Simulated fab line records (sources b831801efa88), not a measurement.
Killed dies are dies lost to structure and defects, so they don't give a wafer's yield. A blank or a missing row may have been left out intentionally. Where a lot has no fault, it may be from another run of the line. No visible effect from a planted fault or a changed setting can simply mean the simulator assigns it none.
One fault seen from 2 desks / flow sky130 / each desk has only its own numbers; what lay behind them comes last

## FOR THE TOOL OWNER'S DESK: rie_diel-03
The tool's own readings at SKY_POLY_CUT_ETCH_11 (etches Si3N4 in CF4/CH2F2/Ar, stops on poly-Si, time 42.5 s, target depth 60 nm): means of the sampled wafers that have a number, for each lot that ran on this tool. Any lot whose mean is over 4 standard deviations away from the usual mean is out of limits and marked OUT; that distance is given in the brackets.
Columns: A = bias_w at SKY_POLY_CUT_ETCH_11, usual 150.1 W; B = drypump_motor_current_A at SKY_POLY_CUT_ETCH_11, usual 5.7 A; C = oes_product_au at SKY_POLY_CUT_ETCH_11, usual 0.829 a.u.; D = run_length_s at SKY_POLY_CUT_ETCH_11, usual 71.0 s; E = throttle_valve_pct at SKY_POLY_CUT_ETCH_11, usual 14.994 %
lot=L760; first seen here=day 27 19:41; A=150.2; B=5.4; C=0.824; D=71.1; E=14.998
lot=L766; first seen here=day 29 20:29; A=150.0; B=5.3; C=0.770 (-9.4) OUT; D=79.3 (+22) OUT; E=14.994
lot=L767; first seen here=day 30 07:06; A=150.2; B=5.4; C=0.767 (-10) OUT; D=79.2 (+21) OUT; E=14.977
Finding of this desk: L766, L767 out of limits; the first was L766 at day 29 20:29, on oes_product_au at SKY_POLY_CUT_ETCH_11. L760 stayed within limits.

## AT THE METROLOGY DESK
What the gauges read for every lot (on any tool): the sampled wafers with a number, averaged. Any lot whose mean is over 4 standard deviations away from the usual mean is out of limits and marked OUT; that distance is given in the brackets.
Columns: A = cd_nm at SKY_POLY_CUT_CD_MEAS_08, usual 269.8 nm; B = POLY_CUT_OVL at SKY_POLY_CUT_OVL_MEAS_09, usual 3 nm
lot=L755; first seen here=day 25 20:47; A=268.1; B=5
lot=L757; first seen here=day 26 22:53; A=268.5; B=5
lot=L760; first seen here=day 27 19:30; A=268.6; B=-1
lot=L761; first seen here=day 28 00:53; A=272.8; B=-3
lot=L766; first seen here=day 29 20:18; A=269.9; B=-3
lot=L767; first seen here=day 30 06:56; A=268.9; B=3
Finding of this desk: none of the 6 lots has anything out of limits.

## TAKEN TOGETHER
At day 29 20:29, on L766, L767, the tool owner's desk was in a position to raise an alarm.
Nothing out of limits was seen by the metrology desk.
The metrology desk holds a record of L766, L767, inside its limits.
Of the lots named, all ran SKY_POLY_CUT_ETCH_11 on rie_diel-03.

## WHAT WAS PUT IN BY THE SIMULATOR
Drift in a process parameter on rie_diel-03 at SKY_POLY_CUT_ETCH_11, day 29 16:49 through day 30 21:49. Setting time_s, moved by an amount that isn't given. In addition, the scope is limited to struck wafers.
Lots struck among those shown: L766, L767.
Time in hours from fault onset to the first out-of-limits reading at each desk: the tool owner's desk, 4.
